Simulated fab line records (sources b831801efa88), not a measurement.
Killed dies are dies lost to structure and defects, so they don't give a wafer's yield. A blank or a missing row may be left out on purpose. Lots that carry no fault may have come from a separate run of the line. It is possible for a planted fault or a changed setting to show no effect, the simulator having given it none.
A lot that was struck, set against a sound lot | flow sky130 | 34 steps out of a route of 708
Sound: the wafers L348.3, L348.5, L348.6. Wafers struck: L347.1, L347.2, L347.4. At the end, the cause is stated.
At each step with rows: each side's tool, then ch and its chambers, then its first start. Under that, the readings that differ: sound wafers | struck wafers | difference of the means | sigmas: that difference in standard deviations of wafers without a fault.
alike: words and numbers the same on both sides, and readings whose means are apart by under 2 such deviations; not compared: readings that were withheld, readings missing a value for some wafer, numbers with overlapping values and no deviation given by the record, and bounds like >300 which may hide the same value.
Wherever a step has rows on one side only, a row that says differs or no value, or a row with sigmas, the two part there. When numbers do not overlap yet have no deviation, they are printed without sigmas and do not part them. A reading that every wafer of one side lacks parts them only if that side has two wafers or more.

first, 9 steps without rows for these wafers: SKY_VIA3_DEHYDRATE_04 (time 60 s); SKY_VIA3_HMDS_05 (prime time 60 s); SKY_VIA3_COAT_06 (resist thk 60 nm); SKY_VIA3_COAT_07 (resist thk 450 nm); SKY_VIA3_SOFTBAKE_08 (time 90 s); SKY_VIA3_EXPOSE_09 (exposes mask VIM3, target cd 200 nm); SKY_VIA3_PEB_10; SKY_VIA3_DEVELOP_11 (develop time 60 s); SKY_VIA3_ETCH_14 (etches BARC in N2/H2, stops on SiO2, time 45.9 s, target depth 60 nm).
SKY_VIA3_ETCH_15: etches SiO2 in C4F8/O2/Ar, stops on TiN, target depth 507 nm, time 78 s.
  sound on rie_diel-01 ch 1,2, day 44 16:32; struck on rie_diel-02 ch 0,1,3, day 43 16:29
  alike: oes_product_au
  not compared: rf_hours_counter_h
then, 23 steps without rows for these wafers: SKY_VIA3_STRIP_16 (strips in O2/N2); SKY_VIA3_STRIP_17 (strips in post etch residue remover, time 1200 s); SKY_VIA3_CLEAN_18 (cleans in IPA, time 180 s); SKY_VIA3_CLEAN_19 (cleans in O3/DIW); SKY_VIA3_SPUTTER_20 (material TiN, target thk 20 nm, time 80 s); SKY_VIA3_CVD_21 (deposits W, target thk 390 nm, time 117.31 s); SKY_VIA3_CMP_24 (polishes, stops on SiO2, t overpolish 20 s, target thk 0 nm); SKY_METAL4_SPUTTER_00 (material Ti, target thk 15 nm, time 10 s); SKY_METAL4_SPUTTER_01 (material TiN, target thk 20 nm, time 16.7 s); SKY_METAL4_SPUTTER_02 (material AlCu, target thk 735 nm, time 39.1 s); SKY_METAL4_SPUTTER_03 (material Ti, target thk 5 nm, time 3.3 s); SKY_METAL4_SPUTTER_04 (material TiN, target thk 70 nm, time 58.3 s); SKY_CAP2M_CVD_00 (deposits SiO2, target thk 15.5 nm); SKY_CAP2M_SPUTTER_02 (material TiN, target thk 200 nm, time 166.7 s); SKY_CAP2M_DEHYDRATE_05 (time 60 s); SKY_CAP2M_HMDS_06 (prime time 60 s); SKY_CAP2M_COAT_07 (resist thk 1140 nm); SKY_CAP2M_SOFTBAKE_08 (time 60 s); SKY_CAP2M_EXPOSE_09 (exposes mask CAP2M, target cd 1000 nm); SKY_CAP2M_PEB_10; SKY_CAP2M_DEVELOP_11 (develop time 60.77 s); SKY_CAP2M_METAL_ETCH_13 (etches TiN in Cl2/BCl3, stops on SiO2, target depth 220 nm, time 62.9 s); SKY_CAP2M_STRIP_14 (strips in O2/N2).
-- the record jumps here: 5 days lie between the struck wafers' starts before and after (it left off in module CAP2M and takes up again in module PAD_OPEN, whose first step shown is number 708 of the route) --
SKY_PAD_OPEN_PROBE_99:
  sound: prober-01 at day 49 23:14; struck: prober-02 at day 49 03:00
  reading                               | sound               | struck            | difference | sigmas
  defect_limited_yield (%)              | 82.1 84.6 84.1      | 74.4 72.0 72.4    | -10.7      | -6
  killed_at_M0_to_M3                    | 49 42 30            | 76 103 97         | +52        | +7
  killed_dies                           | 88 76 78            | 126 138 136       | +53        | +6
  sort_bin_3_pad_short (%)              | 0.8 0.6 0.6         | 2.8 4.9 3.9       | +3.2       | +8
  sort_bin_5_function (%)               | 10.2 8.5 7.5        | 15.0 16.5 18.1    | +7.8       | +6
  sort_n_pass                           | 404 416 414         | 366 354 356       | -53        | -6
  sort_yield_pct (%)                    | 82.1 84.6 84.1      | 74.4 72.0 72.4    | -10.7      | -6
  model.etest.tester.sort_n_pass        | 404 416 414         | 366 354 356       | -53        |
  model.etest.tester.sort_yield_pct (%) | 82.11 84.55 84.15   | 74.39 71.95 72.36 | -10.70     |
  model.etest.tester.sort_bin_5_pct (%) | 10.16 8.537 7.52    | 15.04 16.46 18.09 | +7.79      |
  model.etest.tester.sort_bin_3_pct (%) | 0.813 0.6098 0.6098 | 2.846 4.878 3.862 | +3.184     |
  alike: killed_at_M4_up, killed_at_contacts, killed_at_front_end, killed_at_other, killed_open, killed_short, sort_bin_6_memory

== WHERE THEY PART ==
Within this record, at SKY_PAD_OPEN_PROBE_99 only.

WHY: whatever the simulator had introduced
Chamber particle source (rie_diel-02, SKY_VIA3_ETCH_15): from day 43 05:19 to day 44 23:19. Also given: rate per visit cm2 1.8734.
